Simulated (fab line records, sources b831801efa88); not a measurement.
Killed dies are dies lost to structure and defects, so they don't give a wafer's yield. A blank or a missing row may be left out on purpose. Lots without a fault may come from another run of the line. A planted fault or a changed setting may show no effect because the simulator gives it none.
Which tool did it? | flow gf180mcu | 7 lots, 21 wafers sampled, at 2 steps of a route of 602

WHAT THE GAUGES READ, wafer by wafer
GF_NWELL_OVL_MEAS_07.
lot  | measured    | on         | NWELL_OVL (nm)
L663 | day 3 20:43 | overlay-02 | 2.5 1.7 3.4
L668 | day 4 22:56 | overlay-01 | 1.8 0.5 -1.0
L670 | day 5 09:05 | overlay-02 | -0.2 -0.5 -0.2
L674 | day 6 04:01 | overlay-01 | -1.4 0.3 -2.1
L677 | day 6 21:46 | overlay-01 | 0.3 4.4 1.7
L680 | day 7 15:02 | overlay-02 | 1.9 4.3 2.2
L683 | day 8 07:29 | overlay-01 | 0.4 0.5 3.7

WHICH TOOL RAN EACH LOT (tool, then ch and the chambers of the sampled wafers, then the start)
lot  | GF_STI_ETCH_14
L663 | rie_si-01 ch 0,3, day 2 11:58
L668 | rie_si-01 ch 1,2,3, day 3 15:04
L670 | rie_si-01 ch 1,2, day 4 01:14
L674 | rie_si-01 ch 0,1,2, day 4 20:05
L677 | rie_si-02 ch 0,2,3, day 5 11:38
L680 | rie_si-01 ch 0,1, day 6 03:26
L683 | rie_si-01 ch 0,1, day 6 19:16
- GF_STI_ETCH_14: etches Si in HBr/Cl2/O2, target depth 360 nm, time 102.9 s.

THE ANSWER, worked out from the rows above alone
Rule: what is usual is taken from the lots themselves. Put in order of their means at a reading, lots are off if they are a third of the lots or fewer, leave a main group of 4 or more, and stand apart from it by a gap of 3 or more times the standard deviation of the main group's means; of several such gaps the widest counts. A main group whose means are all the same, to the digits that the tables above print for the reading, isn't used. A lot without any number at a reading at which 4 lots or more have one is off too. The other lots that the step has rows for count as sound.
No lot is off at any reading shown: from this, nothing can be told.

WHAT THE SIMULATOR HAD PUT IN
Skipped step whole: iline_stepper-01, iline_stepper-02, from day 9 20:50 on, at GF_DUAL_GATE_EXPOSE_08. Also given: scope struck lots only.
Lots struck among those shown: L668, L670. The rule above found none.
